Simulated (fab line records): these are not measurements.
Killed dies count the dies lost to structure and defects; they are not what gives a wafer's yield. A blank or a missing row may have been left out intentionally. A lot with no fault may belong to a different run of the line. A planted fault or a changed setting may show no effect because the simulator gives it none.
Matching of chambers || flow sky130 || 4 sister chambers for SKY_VIA2_CMP_02 on cmp-01
The step polishes SiO2. 8 wafers are shown with their chamber, then 11 later ones without.

WAFERS WITH THEIR CHAMBER
{"wafer": "L081.1", "chamber": 2, "motor-current-A (A)": 11.5}
{"wafer": "L085.2", "chamber": 2, "motor-current-A (A)": 11.7}
{"wafer": "L085.3", "chamber": 1, "motor-current-A (A)": 13.6}
{"wafer": "L085.6", "chamber": 3, "motor-current-A (A)": 13.3}
{"wafer": "L090.1", "chamber": 0, "motor-current-A (A)": 14.4}
{"wafer": "L090.5", "chamber": 0, "motor-current-A (A)": 14.1}
{"wafer": "L090.6", "chamber": 3, "motor-current-A (A)": 13.2}
{"wafer": "L093.1", "chamber": 1, "motor-current-A (A)": 14.1}

WAFERS MISSING THEIR CHAMBER
{"wafer": "L093.5", "motor-current-A (A)": 13.1}
{"wafer": "L093.6", "motor-current-A (A)": 10.9}
{"wafer": "L095.2", "motor-current-A (A)": 15.2}
{"wafer": "L095.4", "motor-current-A (A)": 13.5}
{"wafer": "L095.5", "motor-current-A (A)": 13.3}
{"wafer": "L097.2", "motor-current-A (A)": 13.7}
{"wafer": "L097.3", "motor-current-A (A)": 11.2}
{"wafer": "L097.4", "motor-current-A (A)": 13.7}
{"wafer": "L097.1", "motor-current-A (A)": 13.8}
{"wafer": "L097.5", "motor-current-A (A)": 10.9}
{"wafer": "L097.6", "motor-current-A (A)": 14.0}

CHAMBER TAKEN BY EACH
{"wafer": "L093.5", "from the rows above": 3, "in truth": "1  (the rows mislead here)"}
{"wafer": "L093.6", "from the rows above": 2, "in truth": 2}
{"wafer": "L095.2", "from the rows above": "can't be placed: 0 or 1", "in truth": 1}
{"wafer": "L095.4", "from the rows above": "can't be placed: 3 or 1", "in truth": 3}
{"wafer": "L095.5", "from the rows above": 3, "in truth": 3}
{"wafer": "L097.2", "from the rows above": "can't be placed: 1 or 3 or 0", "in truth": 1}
{"wafer": "L097.3", "from the rows above": 2, "in truth": 2}
{"wafer": "L097.4", "from the rows above": "can't be placed: 1 or 3 or 0", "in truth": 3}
{"wafer": "L097.1", "from the rows above": "can't be placed: 1 or 0", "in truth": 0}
{"wafer": "L097.5", "from the rows above": 2, "in truth": 2}
{"wafer": "L097.6", "from the rows above": "can't be placed: 1 or 0", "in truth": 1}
Correctly placed: 4 of 11. These rows do not allow placing 6 (true chamber among the candidates in 6). Wrongly placed: 1.
How it was worked out, from the rows above alone: a wafer's distance from a chamber is the root of the sum, over the readings, of the square of ((its reading less the chamber's mean) divided by the reading's scatter). The wafer belongs to the nearest chamber; if the next one is less than 2 further off, it can't be placed. A chamber's mean is the mean of its shown wafers. The scatter: take each reading less its chamber's mean, square it, sum over the shown wafers, divide by the number of wafers less the number of chambers, and take the root.
